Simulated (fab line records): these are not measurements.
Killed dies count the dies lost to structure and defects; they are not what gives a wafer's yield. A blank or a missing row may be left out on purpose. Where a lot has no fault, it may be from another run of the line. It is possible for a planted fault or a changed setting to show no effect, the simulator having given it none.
The tool behind it: which one?	flow gf180mcu	Sampling: 12 lots, 36 wafers, 5 of 602 route steps

== WHAT THE GAUGES READ, wafer by wafer ==
GF_DUAL_GATE_THK_MEAS_03. Usual: for DUAL_GATE_OXIDATION_00_THK the level is 10.80 nm and the standard deviation is 0.19.
lot	measured	on	DUAL_GATE_OXIDATION_00_THK (nm)	flag
L265	day 7 15:51	film_metro-01	10.42 10.67 10.64	
L266	day 7 20:34	film_metro-02	10.62 10.74 10.53	
L267	day 8 04:36	film_metro-01	10.87 11.00 10.82	
L268	day 8 11:40	film_metro-01	10.91 11.01 10.85	
L269	day 8 17:51	film_metro-02	10.93 10.87 11.01	
L270	day 9 00:58	film_metro-02	10.96 10.94 10.78	
L272	day 9 15:58	film_metro-02	10.78 10.79 10.91	
L273	day 10 00:32	film_metro-01	9.64 9.61 9.51	OFF
L275	day 10 19:36	film_metro-01	9.34 9.22 9.09	OFF
L286	day 13 09:44	film_metro-01	11.10 11.09 10.87	
L287	day 13 19:17	film_metro-02	11.06 10.81 10.89	
L288	day 14 02:47	film_metro-04	10.41 10.61 10.62	

GF_DUAL_GATE_OVL_MEAS_11. Usual: for DUAL_GATE_OVL the level is -0.2 nm and the standard deviation is 1.6.
lot	measured	on	DUAL_GATE_OVL (nm)	flag
L265	day 8 08:23	overlay-01	-1.3 -1.0 -0.2	
L266	day 8 13:17	overlay-02	-2.6 -0.8 -0.5	
L267	day 8 20:50	overlay-02	-1.7 -0.4 0.4	
L268	day 9 04:17	overlay-02	-1.1 -2.3 -0.9	
L269	day 9 11:05	overlay-01	0.1 0.3 1.5	
L270	day 9 17:41	overlay-02	-0.8 1.1 0.2	
L272	day 10 09:35	overlay-01	0.9 1.7 1.5	
L273	day 10 17:52	overlay-01	1.6 2.7 2.2	
L275	day 11 13:11	overlay-01	2.1 1.4 0.8	
L286	day 14 05:24	overlay-02	0.9 0.2 0.7	
L287	day 14 14:59	overlay-01	-4.6 -4.1 -3.8	
L288	day 14 22:50	overlay-01	-1.7 1.5 0.6	

== TOOL THAT RAN EACH LOT (tool first, then ch and the chambers of the sampled wafers, then the start) ==
lot	GF_MVSD_STRIP_10	GF_VT_IMPLANT_RTA_45	GF_DUAL_GATE_OXIDATION_02
L265	plasma_asher-03 ch 0,1, day 4 10:19	rtp_anneal-02 ch 0, day 7 13:37	furnace-02 ch 0, day 7 14:24
L266	plasma_asher-02 ch 0,1, day 4 15:55	rtp_anneal-02 ch 0, day 7 18:21	furnace-02 ch 0, day 7 19:07
L267	plasma_asher-03 ch 0,1, day 4 21:07	rtp_anneal-01 ch 0, day 8 01:44	furnace-02 ch 0, day 8 03:09
L268	plasma_asher-02 ch 0,1, day 5 03:01	rtp_anneal-01 ch 0, day 8 09:25	furnace-01 ch 0, day 8 10:13
L269	plasma_asher-01 ch 0,1, day 5 08:25	rtp_anneal-01 ch 0, day 8 15:38	furnace-02 ch 0, day 8 16:24
L270	plasma_asher-02 ch 0,1, day 5 15:55	rtp_anneal-01 ch 0, day 8 22:38	furnace-01 ch 0, day 8 23:31
L272	plasma_asher-01 ch 0,1, day 6 04:52	rtp_anneal-01 ch 0, day 9 13:31	furnace-02 ch 0, day 9 14:31
L273	plasma_asher-01 ch 0,1, day 6 08:07	rtp_anneal-01 ch 0, day 9 19:31	furnace-02 ch 0, day 9 23:05
L275	plasma_asher-03 ch 0,1, day 6 22:05	rtp_anneal-01 ch 0, day 10 10:39	furnace-02 ch 0, day 10 18:08
L286	plasma_asher-01 ch 0,1, day 9 12:06	rtp_anneal-02 ch 0, day 13 04:23	furnace-02 ch 0, day 13 08:16
L287	plasma_asher-03 ch 0,1, day 9 18:25	rtp_anneal-01 ch 0, day 13 12:33	furnace-02 ch 0, day 13 17:49
L288	plasma_asher-01 ch 0,1, day 10 00:43	rtp_anneal-01 ch 0, day 13 19:26	furnace-01 ch 0, day 14 01:19
- GF_MVSD_STRIP_10: strips in O2/N2.
- GF_VT_IMPLANT_RTA_45: time 30 s.
- GF_DUAL_GATE_OXIDATION_02: stabilise 600 s, purge 300 s, target thk 10.887 nm.

== AS READ BY THE TOOLS THEMSELVES (means over the sampled wafers that have a number; for cases with no such wafer, the mark the record gives instead) ==
GF_MVSD_STRIP_10. Usual: drypump_motor_current_A 5.44 A, standard deviation 0.18; heater_power_w 330 W, standard deviation 26; oes_product_au 0.723 a.u., standard deviation 0.0045; platen_temp_c 250.00 C, standard deviation 0.19; strip_time_to_endpoint_s 36.96 s, standard deviation 0.096.
lot	tool	drypump_motor_current_A (A)	heater_power_w (W)	oes_product_au (a.u.)	platen_temp_c (C)	strip_time_to_endpoint_s (s)	flag
L265	plasma_asher-03	5.33	337	0.723	249.79	37.08	
L266	plasma_asher-02	5.35	325	0.723	250.02	36.95	
L267	plasma_asher-03	5.33	339	0.724	250.02	37.00	
L268	plasma_asher-02	5.44	334	0.722	249.98	36.99	
L269	plasma_asher-01	5.48	338	0.723	249.96	36.90	
L270	plasma_asher-02	5.38	324	0.725	249.99	37.02	
L272	plasma_asher-01	5.67	311	0.723	250.05	37.11	
L273	plasma_asher-01	5.48	337	0.722	250.16	37.05	
L275	plasma_asher-03	5.44	328	0.726	249.97	36.89	
L286	plasma_asher-01	5.47	342	0.722	249.92	36.99	
L287	plasma_asher-03	5.35	341	0.725	250.00	36.89	
L288	plasma_asher-01	5.65	311	0.722	249.96	36.87	

GF_VT_IMPLANT_RTA_45. Usual: lamp_power_pct 40.7 %, standard deviation 2.2; wafer_temp_C_max 1057.4, standard deviation 1.6.
lot	tool	lamp_power_pct (%)	wafer_temp_C_max	flag
L265	rtp_anneal-02	42.8	1058.5	
L266	rtp_anneal-02	42.8	1058.6	
L267	rtp_anneal-01	38.4	1056.7	
L268	rtp_anneal-01	38.4	1057.0	
L269	rtp_anneal-01	38.4	1056.4	
L270	rtp_anneal-01	38.4	1056.5	
L272	rtp_anneal-01	38.3	1057.3	
L273	rtp_anneal-01	38.4	1056.0	
L275	rtp_anneal-01	38.4	1057.4	
L286	rtp_anneal-02	42.7	1058.0	
L287	rtp_anneal-01	38.4	1055.9	
L288	rtp_anneal-01	38.3	1055.9	

GF_DUAL_GATE_OXIDATION_02. Usual: zone_power_bottom_pct at 28.1 %, with a standard deviation of 1.3.
lot	tool	zone_power_bottom_pct (%)	flag
L265	furnace-02	28.8	
L266	furnace-02	28.7	
L267	furnace-02	28.4	
L268	furnace-01	25.2	
L269	furnace-02	28.6	
L270	furnace-01	25.3	
L272	furnace-02	28.7	
L273	furnace-02	28.7	
L275	furnace-02	28.6	
L286	furnace-02	28.6	
L287	furnace-02	28.6	
L288	furnace-01	25.3	

== THE ANSWER, worked out from the rows above alone ==
Rule: a lot is off if the mean of its wafers that have a number lies more than 3 standard deviations from the usual mean. Also off: a lot with no number at a reading for which 4 or more lots have one. The other lots that the step has rows for count as sound. After the gauges, taken in route order, come the tools' own readings; for these a lot's mean is taken, as printed above. The first step at which some lot is off is used, and at that step the reading that is off furthest; a lot without a number counts as furthest.
Off: at GF_DUAL_GATE_THK_MEAS_03 (DUAL_GATE_OXIDATION_00_THK), L273, L275.
A tool fits if, at a process step before that reading, it ran every lot that is off, and no sound lot after the first of them. The gauges at GF_DUAL_GATE_THK_MEAS_03 are tried like those tools. No candidate that was tried fits.

== WHAT HAD BEEN PUT IN BY THE SIMULATOR ==
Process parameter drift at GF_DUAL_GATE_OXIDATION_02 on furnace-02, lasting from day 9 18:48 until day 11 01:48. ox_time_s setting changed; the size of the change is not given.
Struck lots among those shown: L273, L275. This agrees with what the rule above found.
